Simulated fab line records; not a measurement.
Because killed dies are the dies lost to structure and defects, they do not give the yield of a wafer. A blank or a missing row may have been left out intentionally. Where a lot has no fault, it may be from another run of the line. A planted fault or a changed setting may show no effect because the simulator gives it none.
2 desks, one fault + flow sky130 + only its own numbers are on each desk; what lay behind them is given at the end

== DESK OF THE TOOL OWNER: rie-diel-04 ==
The tool's own readings at SKY_VIA2_ETCH_15 (etches SiO2 in C4F8/O2/Ar, stops on TiN, target depth 546 nm, time 84 s): means of the sampled wafers that have a number, for each lot that ran on this tool. The brackets show how far a lot's mean lies from the usual mean; more than 4 standard deviations puts the lot out of limits, marked OUT.
Columns: A = oes-product-au at SKY_VIA2_ETCH_15, usual 0.939 a.u.; B = rf-fwd-power-W at SKY_VIA2_ETCH_15, usual 1489 W
| lot  | first seen here | A     | B    |
|------|-----------------|-------|------|
| L136 | day 37 05:05    | 0.939 | 1488 |
| L142 | day 39 23:49    | 0.939 | 1495 |
| L144 | day 40 02:32    | 0.932 | 1495 |
Result from this desk: across the 3 lots, nothing is out of limits.

== THE METROLOGY DESK ==
Means of the sampled wafers that have a number, per lot and without regard to the tool the lot ran on: this is what the gauges read. The brackets show how far a lot's mean lies from the usual mean; more than 4 standard deviations puts the lot out of limits, marked OUT.
Columns: A = VIA2_BOW at SKY_VIA2_BOW_MEAS_03, usual 87 um; B = cd-nm at SKY_VIA2_CD_MEAS_12, usual 200.6 nm; C = VIA2_OVL at SKY_VIA2_OVL_MEAS_13, usual -5 nm
| lot  | first seen here | A  | B     | C  |
|------|-----------------|----|-------|----|
| L136 | day 36 02:34    | 87 | 199.3 | -2 |
| L137 | day 36 07:43    | 85 | 200.3 | -3 |
| L142 | day 39 00:26    | 80 | 200.9 | -7 |
| L144 | day 39 04:42    | 88 | 198.9 | 2  |
| L148 | day 40 05:05    | 81 | 200.3 | -8 |
| L152 | day 41 01:19    | 92 | 201.6 | 3  |
Result from this desk: across the 6 lots, nothing is out of limits.

== ALL TOGETHER ==
The desk of the tool owner found nothing out of limits.
From the metrology desk's view, nothing was out of limits.

== WHAT THE SIMULATOR PUT IN ==
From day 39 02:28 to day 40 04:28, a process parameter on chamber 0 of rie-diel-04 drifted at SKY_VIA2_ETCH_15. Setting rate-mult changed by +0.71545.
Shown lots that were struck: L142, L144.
